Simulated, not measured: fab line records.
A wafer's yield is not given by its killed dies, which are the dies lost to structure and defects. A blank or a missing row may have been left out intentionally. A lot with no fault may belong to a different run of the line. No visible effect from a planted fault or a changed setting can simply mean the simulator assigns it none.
fab line records	flow gf180mcu
record lots=5	wafers=23
route steps=602 shown SAB@264 CONTACT@299 M1@318 V1@339 M2@371 V2@403
startH: start of the lot's first displayed wafer, in hours after the record's first day	waitH: time in hours since the lot's previous step	" as in the row above	L1.1+2: a single row standing in for several wafers	- no value, or no start given	* or withheld: withheld	< > ~ a bound
route shown NAME@n: names a module that has steps shown in the file, with the first one's number in the route	usual: the fault-free wafers' mean and standard deviation	same: alike in all rows	chamber/n: place in a boat	sites: each site's reading	_std_site: standard deviation of those values	_edge_site: inner sites' mean taken away from outer sites' mean	radiusMm: how far each site lies from the wafer's centre	mask NAME#n: copy n	behind: the most recent tool/chamber to have shaped the wafer	hold: why the lot went on hold/how many hours it stayed there/how the hold came to an end	device: transistor that didn't switch, given as n, p or np	end of line: tests of these same wafers at the route's end	a step given without rows: its recipe and nothing more	killed: dies lost to structure and defects at the first sort, not the wafer's yield	map: a wafer's dies, x killed, . not, _ none there
set.NAME: the run value of the setting; set.NAME@STEP: its run value at that earlier step	model.NAME: the simulator's own value behind a step, which no gauge read
one table per step and one row per wafer, for lots whose settings were changed on purpose
## steps
# step GF_SAB_CVD_00
# recipe material=SiO2	targetThkNm=50	precursor=TEOS	tempC=400	timeS=4.9302	rfW=600
lot.wafer	tool	chamber	startH	waitH	set.timeS	model.SiO2_of_SAB_CVD_00.thkNm
L074.3	pecvd-01	1	310.77	0.1	4.9302	49.85
L074.4	"	1	"	"	4.9302	51.97
L074.5	"	2	"	"	4.9302	50.69
L079.1	pecvd-03	1	352.22	0.1	4.9302	48.92
L079.3	"	0	"	"	4.528	44.47
L079.4	"	2	"	"	4.528	45.57
L079.5	"	1	"	"	4.528	45.68
L079.6	"	0	"	"	4.9302	48.64
L080.1	pecvd-04	1	366.62	0.1	4.9302	49.78
L080.2	"	2	"	"	4.9302	49.62
L080.3	"	0	"	"	4.9302	49.79
L080.5	"	1	"	"	4.9302	49.48
L080.6	"	2	"	"	4.9302	50.1
L081.1	pecvd-01	1	372.21	0.1	4.9302	50.69
L081.3	"	0	"	"	4.9302	51.21
L081.4	"	1	"	"	4.9302	51.41
L081.5	"	0	"	"	4.9302	52.05
L081.6	"	2	"	"	4.9302	51.16
L082.2	pecvd-04	1	378.46	0.1	4.9302	49.44
L082.3	"	2	"	"	5.545	56.02
L082.4	"	2	"	"	5.545	56.51
L082.5	"	0	"	"	4.9302	50.21
L082.6	"	1	"	"	4.9302	49.43
# step GF_SAB_THK_MEAS_01
# recipe reads=SiO2_of_SAB_CVD_00
# usual SAB_CVD_00_THK=50.1/0.71
lot.wafer	tool	chamber	startH	waitH	set.timeS@SAB_CVD_00	SAB_CVD_00_THK[nm]
L074.3	filmMetro-02	-	310.81	0.0	4.9302	49.8
L074.4	"	-	"	"	4.9302	52.0
L074.5	"	-	"	"	4.9302	50.7
L079.1	filmMetro-03	-	352.24	0.0	4.9302	48.9
L079.3	"	-	"	"	4.528	44.5
L079.4	"	-	"	"	4.528	45.6
L079.5	"	-	"	"	4.528	45.7
L079.6	"	-	"	"	4.9302	48.6
L080.1	filmMetro-03	-	366.64	0.0	4.9302	49.8
L080.2	"	-	"	"	4.9302	49.6
L080.3	"	-	"	"	4.9302	49.8
L080.5	"	-	"	"	4.9302	49.4
L080.6	"	-	"	"	4.9302	50.1
L081.1	filmMetro-02	-	372.23	0.0	4.9302	50.7
L081.3	"	-	"	"	4.9302	51.2
L081.4	"	-	"	"	4.9302	51.5
L081.5	"	-	"	"	4.9302	52.1
L081.6	"	-	"	"	4.9302	51.2
L082.2	filmMetro-02	-	378.49	0.0	4.9302	49.5
L082.3	"	-	"	"	5.545	56.1
L082.4	"	-	"	"	5.545	56.5
L082.5	"	-	"	"	4.9302	50.2
L082.6	"	-	"	"	4.9302	49.4
# step GF_CONTACT_PEB_12
# recipe pebTempC=135	pebTimeS=90	resist=KrF
lot.wafer	tool	chamber	startH	waitH	set.pebTempC
L074.3+4+5	lithoTrack-04	0	-	-	135
L079.1+4+6	lithoTrack-04	0	-	-	135
L079.3+5	"	0	"	"	136.6
L080.1+6	lithoTrack-04	0	-	-	135
L080.2+3+5	"	0	"	"	133.8
L081.1+5	lithoTrack-03	0	-	-	138.4
L081.3+4+6	"	0	"	"	135
L082.2+4+6	lithoTrack-04	0	-	-	131.6
L082.3+5	"	0	"	"	135
# step GF_CONTACT_DEVELOP_13
# recipe developTimeS=60	resist=KrF	devTempC=21
# step GF_CONTACT_CD_MEAS_14
# recipe targetCdNm=220
# usual cdNm=219.6/1.5
lot.wafer	tool	chamber	startH	waitH	set.pebTempC@CONTACT_PEB_12	cdNm
L074.3	cdSem-01	-	354.76	0.1	135	220.0
L074.4	"	-	"	"	135	221.5
L074.5	"	-	"	"	135	221.4
L079.1	cdSem-01	-	397.07	0.1	135	218.4
L079.3	"	-	"	"	136.6	222.6
L079.4	"	-	"	"	135	218.0
L079.5	"	-	"	"	136.6	222.9
L079.6	"	-	"	"	135	219.4
L080.1	cdSem-02	-	411.47	0.1	135	220.3
L080.2	"	-	"	"	133.8	216.0
L080.3	"	-	"	"	133.8	217.6
L080.5	"	-	"	"	133.8	219.1
L080.6	"	-	"	"	135	221.2
L081.1	cdSem-02	-	417.66	0.1	138.4	225.0
L081.3	"	-	"	"	135	218.1
L081.4	"	-	"	"	135	217.3
L081.5	"	-	"	"	138.4	227.0
L081.6	"	-	"	"	135	218.1
L082.2	cdSem-02	-	424.89	0.1	131.6	208.5
L082.3	"	-	"	"	135	220.7
L082.4	"	-	"	"	131.6	209.8
L082.5	"	-	"	"	135	221.5
L082.6	"	-	"	"	131.6	208.4
# step GF_CONTACT_ETCH_16
# recipe chemistry=N2/H2	targetDepthA=withheld	overetchA=withheld	timeS=withheld	target=BARC	ionEnergyEv=200	sourceW=500	biasW=100	pressureMtorr=30	n2FlowSccm=100	h2FlowSccm=200
lot.wafer	tool	chamber	startH	waitH	set.pebTempC@CONTACT_PEB_12	model.CONTACT.cdNm
L074.3	rieDiel-01	3	354.87	0.0	135	220
L074.4	"	3	"	"	135	221.8
L074.5	"	2	"	"	135	221.5
L079.1	rieDiel-03	0	397.22	0.0	135	218.6
L079.3	"	1	"	"	136.6	222.4
L079.4	"	2	"	"	135	217.8
L079.5	"	1	"	"	136.6	223.3
L079.6	"	2	"	"	135	219.2
L080.1	rieDiel-01	0	411.62	0.0	135	220.7
L080.2	"	1	"	"	133.8	216.3
L080.3	"	2	"	"	133.8	217
L080.5	"	0	"	"	133.8	219.1
L080.6	"	1	"	"	135	221
L081.1	rieDiel-03	1	417.82	0.0	138.4	224.9
L081.3+4	"	0	"	"	135	218.2
L081.5	"	2	"	"	138.4	227.4
L081.6	"	1	"	"	135	218.6
L082.2	rieDiel-01	2	425.02	0.0	131.6	208.9
L082.3	"	0	"	"	135	220.7
L082.4	"	0	"	"	131.6	210.2
L082.5	"	2	"	"	135	220.9
L082.6	"	3	"	"	131.6	208.4
# step GF_CONTACT_ETCH_17
# recipe chemistry=C4F8/O2/Ar	maskMaterial=KrF	target=SiO2	stopOn=CoSi2	sourceW=1500	biasW=1200	pressureMtorr=40	c4f8FlowSccm=withheld	O2_flow_sccm=6	Ar_flow_sccm=300	timeS=withheld	targetDepthA=8600
lot.wafer	tool	chamber	startH	waitH	set.pebTempC@CONTACT_PEB_12	model.CONTACT.cdNm
L074.3	rieDiel-01	3	-	-	135	219.7
L074.4	"	3	"	"	135	221.6
L074.5	"	2	"	"	135	220.7
L079.1	rieDiel-03	0	-	-	135	217.4
L079.3	"	1	"	"	136.6	222
L079.4	"	2	"	"	135	217.1
L079.5	"	1	"	"	136.6	222.6
L079.6	"	2	"	"	135	218.5
L080.1	rieDiel-01	0	-	-	135	220.6
L080.2	"	1	"	"	133.8	216.6
L080.3	"	2	"	"	133.8	216.8
L080.5	"	0	"	"	133.8	218.7
L080.6	"	1	"	"	135	221.5
L081.1	rieDiel-03	1	-	-	138.4	225.3
L081.3	"	0	"	"	135	217.3
L081.4	"	0	"	"	135	217.5
L081.5	"	2	"	"	138.4	227.5
L081.6	"	1	"	"	135	218.6
L082.2	rieDiel-01	2	-	-	131.6	208.6
L082.3	"	0	"	"	135	220.1
L082.4	"	0	"	"	131.6	209.8
L082.5	"	2	"	"	135	220.3
L082.6	"	3	"	"	131.6	208
# step GF_M1_SPUTTER_03
# recipe material=Ti	targetThkNm=10	substrateTempC=300	chamberPressurePa=0.3	powerW=3000	timeS=6.7
lot.wafer	tool	chamber	startH	waitH	set.timeS	model.Ti_of_M1_SPUTTER_03.thkNm
L074.3	pvdSputter-03	-	356.17	0.0	6.7	10.15
L074.4	"	-	"	"	6.7	10.28
L074.5	"	-	"	"	6.7	10.35
L079.1	pvdSputter-04	-	398.52	0.0	6.442	9.511
L079.3	"	-	"	"	6.442	9.407
L079.4	"	-	"	"	6.442	9.488
L079.5	"	-	"	"	6.7	9.796
L079.6	"	-	"	"	6.7	9.843
L080.1	pvdSputter-03	-	412.92	0.0	5.908	9.022
L080.2	"	-	"	"	5.908	9.025
L080.3	"	-	"	"	6.7	10.18
L080.5	"	-	"	"	6.7	10.07
L080.6	"	-	"	"	5.908	9.091
L081.1	pvdSputter-03	-	419.12	0.0	6.11	9.023
L081.3	"	-	"	"	6.11	9.151
L081.4	"	-	"	"	6.7	9.876
L081.5	"	-	"	"	6.7	9.956
L081.6	"	-	"	"	6.11	8.962
L082.2	pvdSputter-04	-	426.32	0.0	6.7	10.23
L082.3	"	-	"	"	6.7	10.11
L082.4+5	"	-	"	"	7.698	11.7
L082.6	"	-	"	"	7.698	11.68
# step GF_M1_EXPOSE_11
# recipe maskId=Metal1	targetCdNm=230	na=0.68	sourceShape=conventional	sigmaOuter=0.6	doseMj=28
lot.wafer	tool	chamber	startH	waitH	mask	set.doseMj
L074.3+4+5	krfScanner-01	0	-	-	Metal1#0	28
L079.1+3+4+5+6	krfScanner-02	0	-	-	Metal1#0	28
L080.1+3+5	krfScanner-02	0	-	-	Metal1#0	26.06
L080.2+6	"	0	"	"	Metal1#0	28
L081.1+4+5	krfScanner-02	0	-	-	Metal1#0	28
L081.3+6	"	0	"	"	Metal1#0	28.94
L082.2+4	krfScanner-02	0	-	-	Metal1#0	28.8
L082.3+5+6	"	0	"	"	Metal1#0	28
# step GF_M1_PEB_12
# recipe pebTempC=135	pebTimeS=90	resist=KrF
# step GF_M1_DEVELOP_13
# recipe developTimeS=60	devTempC=21
# step GF_M1_CD_MEAS_14
# recipe targetCdNm=230
# usual cdNm=229.3/1
lot.wafer	tool	chamber	startH	waitH	set.doseMj@M1_EXPOSE_11	cdNm
L074.3	cdSem-01	-	377.47	0.1	28	228.8
L074.4	"	-	"	"	28	228.7
L074.5	"	-	"	"	28	228.4
L079.1	cdSem-02	-	422.13	0.1	28	227.2
L079.3	"	-	"	"	28	228.2
L079.4	"	-	"	"	28	228.2
L079.5	"	-	"	"	28	227.9
L079.6	"	-	"	"	28	228.6
L080.1	cdSem-01	-	436.88	0.1	26.06	238.4
L080.2	"	-	"	"	28	227.5
L080.3	"	-	"	"	26.06	239.9
L080.5	"	-	"	"	26.06	240.2
L080.6	"	-	"	"	28	228.2
L081.1	cdSem-01	-	442.31	0.1	28	231.4
L081.3	"	-	"	"	28.94	226.0
L081.4	"	-	"	"	28	230.1
L081.5	"	-	"	"	28	230.6
L081.6	"	-	"	"	28.94	225.3
L082.2	cdSem-01	-	450.38	0.1	28.8	225.1
L082.3	"	-	"	"	28	231.3
L082.4	"	-	"	"	28.8	225.5
L082.5	"	-	"	"	28	229.5
L082.6	"	-	"	"	28	230.8
# step GF_M1_STRIP_17
# recipe chemistry=O2/N2	powerW=1400	pressureMtorr=1500	platenTempC=250	o2FlowSccm=3000	n2FlowSccm=300	overashFraction=0.5
# usual stripTimeToEndpointS=7.87/0.046
lot.wafer	tool	chamber	startH	waitH	set.powerW	stripTimeToEndpointS
L074.3	plasmaAsher-04	0	377.73	0.1	1400	7.79
L074.4	"	1	"	"	1400	7.87
L074.5	"	0	"	"	1400	7.83
L079.1	plasmaAsher-02	1	422.39	0.1	1534	7.31
L079.3	"	0	"	"	1400	7.84
L079.4	"	1	"	"	1534	7.34
L079.5	"	1	"	"	1534	7.34
L079.6	"	0	"	"	1400	7.91
L080.1	plasmaAsher-04	1	437.14	0.1	1400	7.87
L080.2	"	0	"	"	1455	7.65
L080.3	"	1	"	"	1400	7.85
L080.5	"	0	"	"	1455	7.69
L080.6	"	1	"	"	1455	7.61
L081.1	plasmaAsher-03	0	442.58	0.1	1400	7.89
L081.3	"	1	"	"	1299	8.38
L081.4	"	0	"	"	1400	7.89
L081.5	"	1	"	"	1299	8.33
L081.6	"	0	"	"	1299	8.43
L082.2	plasmaAsher-03	0	450.63	0.1	1259	8.56
L082.3	"	1	"	"	1259	8.55
L082.4	"	0	"	"	1400	7.85
L082.5	"	1	"	"	1400	7.84
L082.6	"	0	"	"	1259	8.56
# step GF_V1_CMP_04
# recipe material=SiO2	downForcePsi=4	platenRpm=60	padVelocityMS=0.94248
# usual timeToEndpointS=82/5.4
lot.wafer	tool	chamber	startH	waitH	set.leaveAboveRefNm	timeToEndpointS	model.SiO2_of_V1_CVD_02.thkNm
L074.3	cmp-01	1	378.49	0.0	632.5	72	632.7
L074.4	"	0	"	"	632.5	83	632.6
L074.5	"	2	"	"	632.5	84	633.2
L079.4	cmp-01	1	423.19	0.0	601.2	99	603.5
L079.3	"	2	"	"	632.5	79	634.6
L079.1	"	3	"	"	632.5	85	634.4
L079.5	"	1	"	"	632.5	87	632.4
L079.6	"	2	"	"	601.2	101	602.8
L080.1	cmp-01	2	437.99	0.1	632.5	74	636
L080.3	"	3	"	"	658.7	70	659.1
L080.2	"	0	"	"	658.7	70	659.8
L080.6	"	1	"	"	632.5	78	633.7
L080.5	"	2	"	"	658.7	69	660.3
L081.3	cmp-01	3	443.44	0.0	588.4	106	589.3
L081.4	"	0	"	"	632.5	94	634.8
L081.1	"	1	"	"	632.5	86	633.5
L081.5	"	3	"	"	588.4	113	589.7
L081.6	"	0	"	"	632.5	95	634.8
L082.2	cmp-01	2	451.52	0.0	632.5	84	633.5
L082.4	"	0	"	"	614	93	615.4
L082.3	"	1	"	"	614	87	614.1
L082.5	"	2	"	"	632.5	81	633.3
L082.6	"	3	"	"	614	95	613.6
# step GF_V1_ETCH_16
# recipe chemistry=N2/H2	targetDepthA=withheld	overetchA=withheld	timeS=withheld	target=BARC	ionEnergyEv=200	sourceW=500	biasW=100	pressureMtorr=30	n2FlowSccm=100	h2FlowSccm=200
lot.wafer	tool	chamber	startH	waitH	set.sourceW
L074.3+4+5	rieDiel-01	1,0,1	400.58	0.0	500
L079.1+5	rieDiel-02	0,2	448.32	0.0	466.1
L079.3+4+6	"	1,2,3	"	"	500
L080.1+2+3	rieDiel-04	2,0,3	463.23	0.0	500
L080.5+6	"	0,2	"	"	459.9
L081.1+6	rieDiel-04	0	468.33	0.0	500
L081.3+4+5	"	3,2,3	"	"	532
L082.2+3+4+5+6	rieDiel-01	3,0,2,1,0	475.62	0.0	500
# step GF_V1_ETCH_17
# recipe chemistry=C4F8/O2/Ar	maskMaterial=KrF	target=SiO2	stopOn=TiN	sourceW=1500	biasW=1200	pressureMtorr=40	c4f8FlowSccm=withheld	O2_flow_sccm=6	Ar_flow_sccm=300	timeS=withheld	targetDepthA=6300
# usual oesProductAu=0.856/0.0046
lot.wafer	tool	chamber	startH	waitH	set.leaveAboveRefNm@V1_CMP_04	oesProductAu
L074.3	rieDiel-01	1	-	-	632.5	0.854
L074.4	"	0	"	"	632.5	0.860
L074.5	"	1	"	"	632.5	0.855
L079.1	rieDiel-02	0	-	-	632.5	0.859
L079.3	"	1	"	"	632.5	0.852
L079.4	"	2	"	"	601.2	0.837
L079.5	"	2	"	"	632.5	0.845
L079.6	"	3	"	"	601.2	0.826
L080.1	rieDiel-04	2	-	-	632.5	0.853
L080.2	"	0	"	"	658.7	0.883
L080.3	"	3	"	"	658.7	0.879
L080.5	"	0	"	"	658.7	0.888
L080.6	"	2	"	"	632.5	0.860
L081.1	rieDiel-04	0	-	-	632.5	0.857
L081.3	"	3	"	"	588.4	0.820
L081.4	"	2	"	"	632.5	0.866
L081.5	"	3	"	"	588.4	0.823
L081.6	"	0	"	"	632.5	0.860
L082.2	rieDiel-01	3	-	-	632.5	0.860
L082.3	"	0	"	"	614	0.844
L082.4	"	2	"	"	614	0.847
L082.5	"	1	"	"	632.5	0.843
L082.6	"	0	"	"	614	0.842
# step GF_M2_COAT_09
# recipe resist=KrF	spinRpm=withheld	resistThkNm=1000
lot.wafer	tool	chamber	startH	waitH	set.resistThkNm	model.KrF_of_M2_COAT_09.thkNm
L074.3	lithoTrack-03	0	414.11	0.1	1000	994.9
L074.4	"	0	"	"	1000	996.7
L074.5	"	0	"	"	1000	997.7
L079.1	lithoTrack-03	0	461.26	0.1	958.4	960.5
L079.3	"	0	"	"	1000	1002
L079.4	"	0	"	"	1000	1001
L079.5	"	0	"	"	958.4	964.6
L079.6	"	0	"	"	958.4	959.1
L080.1	lithoTrack-04	0	476.46	0.1	1000	999.7
L080.2	"	0	"	"	1000	1001
L080.3	"	0	"	"	1000	1000
L080.5	"	0	"	"	1000	999.4
L080.6	"	0	"	"	1000	1002
L081.1	lithoTrack-02	0	481.52	0.1	1052	1051
L081.3	"	0	"	"	1000	1000
L081.4	"	0	"	"	1000	1003
L081.5	"	0	"	"	1052	1057
L081.6	"	0	"	"	1052	1053
L082.2	lithoTrack-02	0	489.20	0.1	1000	999.8
L082.3	"	0	"	"	1000	1004
L082.4+6	"	0	"	"	1000	1002
L082.5	"	0	"	"	1000	1001
# step GF_M2_DEVELOP_13
# recipe developTimeS=60	devTempC=21
lot.wafer	tool	chamber	startH	waitH	set.devTempC
L074.3+4+5	lithoTrack-04	0	426.07	0.1	21
L079.1+6	lithoTrack-03	0	473.66	0.2	21
L079.3+4+5	"	0	"	"	19.26
L080.1+5+6	lithoTrack-02	0	488.72	0.2	21
L080.2+3	"	0	"	"	23.23
L081.1+3+6	lithoTrack-03	0	493.56	0.2	23.4
L081.4+5	"	0	"	"	21
L082.2+3+4	lithoTrack-02	0	501.25	0.2	21
L082.5+6	"	0	"	"	22.56
# step GF_M2_METAL_ETCH_16
# recipe chemistry=Cl2/BCl3	maskMaterial=KrF	targetDepthNm=627.5	stopOn=SiO2	pressureMtorr=8	icpW=800	biasW=140	Cl2_flow_sccm=80	bcl3FlowSccm=40	timeS=104.6
lot.wafer	tool	chamber	startH	waitH	set.resistThkNm@M2_COAT_09	model.KrF_of_M2_COAT_09.thkNm
L074.3	rieMetal-02	0	426.36	0.1	1000	735.9
L074.4	"	1	"	"	1000	732.6
L074.5	"	1	"	"	1000	732.9
L079.1	rieMetal-01	1	473.96	0.0	958.4	694.1
L079.3	"	1	"	"	1000	737.8
L079.4	"	0	"	"	1000	736.7
L079.5	"	0	"	"	958.4	702
L079.6	"	1	"	"	958.4	692.3
L080.1	rieMetal-02	0	489.03	0.0	1000	737.8
L080.2	"	1	"	"	1000	738.8
L080.3	"	1	"	"	1000	736.9
L080.5	"	1	"	"	1000	735
L080.6	"	0	"	"	1000	741.1
L081.1	rieMetal-01	0	493.86	0.0	1052	787.9
L081.3	"	1	"	"	1000	733
L081.4	"	0	"	"	1000	741
L081.5	"	1	"	"	1052	793.3
L081.6	"	0	"	"	1052	790.7
L082.2	rieMetal-03	0	501.53	0.0	1000	731.4
L082.3	"	1	"	"	1000	736
L082.4	"	0	"	"	1000	734
L082.5	"	0	"	"	1000	731
L082.6	"	1	"	"	1000	735.4
# step GF_M2_STRIP_17
# recipe chemistry=O2/N2	powerW=1400	pressureMtorr=1500	platenTempC=250	o2FlowSccm=3000	n2FlowSccm=300	overashFraction=0.5
# usual stripTimeToEndpointS=7.89/0.033
lot.wafer	tool	chamber	startH	waitH	set.resistThkNm@M2_COAT_09	stripTimeToEndpointS
L074.3	plasmaAsher-03	0	426.47	0.1	1000	7.88
L074.4	"	1	"	"	1000	7.85
L074.5	"	0	"	"	1000	7.84
L079.1	plasmaAsher-04	0	474.08	0.1	958.4	7.47
L079.3	"	1	"	"	1000	7.91
L079.4	"	0	"	"	1000	7.90
L079.5	"	1	"	"	958.4	7.55
L079.6	"	0	"	"	958.4	7.46
L080.1	plasmaAsher-03	0	489.14	0.1	1000	7.90
L080.2	"	1	"	"	1000	7.91
L080.3	"	0	"	"	1000	7.89
L080.5	"	0	"	"	1000	7.87
L080.6	"	1	"	"	1000	7.93
L081.1	plasmaAsher-04	0	493.98	0.1	1052	8.37
L081.3	"	0	"	"	1000	7.85
L081.4	"	1	"	"	1000	7.93
L081.5	"	0	"	"	1052	8.45
L081.6	"	1	"	"	1052	8.43
L082.2	plasmaAsher-04	0	501.64	0.1	1000	7.85
L082.3	"	0	"	"	1000	7.88
L082.4	"	1	"	"	1000	7.86
L082.5	"	0	"	"	1000	7.83
L082.6	"	1	"	"	1000	7.89
# step GF_V2_SPUTTER_21
# recipe material=Ti	targetThkNm=15	chamberPressurePa=5	powerW=2500	substrateTempC=200	timeS=80.02
lot.wafer	tool	chamber	startH	waitH	set.timeS	model.Ti_of_V2_SPUTTER_21.thkNm
L074.3	pvdSputter-03	-	452.66	0.0	80.02	14.9
L074.4	"	-	"	"	80.02	14.88
L074.5	"	-	"	"	80.02	14.92
L079.1	pvdSputter-03	-	499.96	0.0	84.81	16.21
L079.3+5	"	-	"	"	80.02	15.14
L079.4	"	-	"	"	84.81	15.98
L079.6	"	-	"	"	80.02	14.97
L080.1	pvdSputter-02	-	515.13	0.0	80.02	15.36
L080.2	"	-	"	"	80.02	15.2
L080.3+6	"	-	"	"	80.02	15.22
L080.5	"	-	"	"	80.02	15.21
L081.1	pvdSputter-01	-	519.20	0.0	80.02	15.07
L081.3	"	-	"	"	74.5	14.08
L081.4	"	-	"	"	80.02	15.11
L081.5	"	-	"	"	74.5	14.01
L081.6	"	-	"	"	74.5	13.97
L082.2	pvdSputter-02	-	527.40	0.0	69.92	12.93
L082.3	"	-	"	"	80.02	14.73
L082.4	"	-	"	"	80.02	14.84
L082.5	"	-	"	"	80.02	14.66
L082.6	"	-	"	"	69.92	12.82
## key
split step=GF_SAB_CVD_00	setting=timeS	stated=4.9302	by=wafer
response step=GF_SAB_CVD_00	reading=model.SiO2_of_SAB_CVD_00.thkNm	change=+0.499	per=1%	r=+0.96
response step=GF_SAB_THK_MEAS_01	reading=SAB_CVD_00_THK	change=+0.498	per=1%	r=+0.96
split step=GF_CONTACT_PEB_12	setting=pebTempC	stated=135	by=wafer
response step=GF_CONTACT_CD_MEAS_14	reading=cdNm	change=+3.96	per=1%	r=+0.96
response step=GF_CONTACT_ETCH_16	reading=model.CONTACT.cdNm	change=+3.85	per=1%	r=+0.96
response step=GF_CONTACT_ETCH_17	reading=model.CONTACT.cdNm	change=+3.97	per=1%	r=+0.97
split step=GF_M1_SPUTTER_03	setting=timeS	stated=6.7	by=wafer
response step=GF_M1_SPUTTER_03	reading=model.Ti_of_M1_SPUTTER_03.thkNm	change=+0.0978	per=1%	r=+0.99
split step=GF_M1_EXPOSE_11	setting=doseMj	stated=28	by=wafer
response step=GF_M1_CD_MEAS_14	reading=cdNm	change=-1.68	per=1%	r=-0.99
split step=GF_M1_STRIP_17	setting=powerW	stated=1400	by=wafer
response step=GF_M1_STRIP_17	reading=stripTimeToEndpointS	change=*	per=1%	r=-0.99
split step=GF_V1_CMP_04	setting=leaveAboveRefNm	stated=632.5	by=wafer
response step=GF_V1_CMP_04	reading=timeToEndpointS	change=*	per=1%	r=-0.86
response step=GF_V1_CMP_04	reading=model.SiO2_of_V1_CVD_02.thkNm	change=+6.31	per=1%	r=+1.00
response step=GF_V1_ETCH_17	reading=oesProductAu	change=+0.00515	per=1%	r=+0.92
split step=GF_V1_ETCH_16	setting=sourceW	stated=500	by=wafer
response none clear
split step=GF_M2_COAT_09	setting=resistThkNm	stated=1000	by=wafer
response step=GF_M2_COAT_09	reading=model.KrF_of_M2_COAT_09.thkNm	change=+9.9	per=1%	r=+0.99
response step=GF_M2_METAL_ETCH_16	reading=model.KrF_of_M2_COAT_09.thkNm	change=+10.2	per=1%	r=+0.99
response step=GF_M2_STRIP_17	reading=stripTimeToEndpointS	change=*	per=1%	r=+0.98
split step=GF_M2_DEVELOP_13	setting=devTempC	stated=21	by=wafer
response none clear
split step=GF_V2_SPUTTER_21	setting=timeS	stated=80.02	by=wafer
response step=GF_V2_SPUTTER_21	reading=model.Ti_of_V2_SPUTTER_21.thkNm	change=+0.152	per=1%	r=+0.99
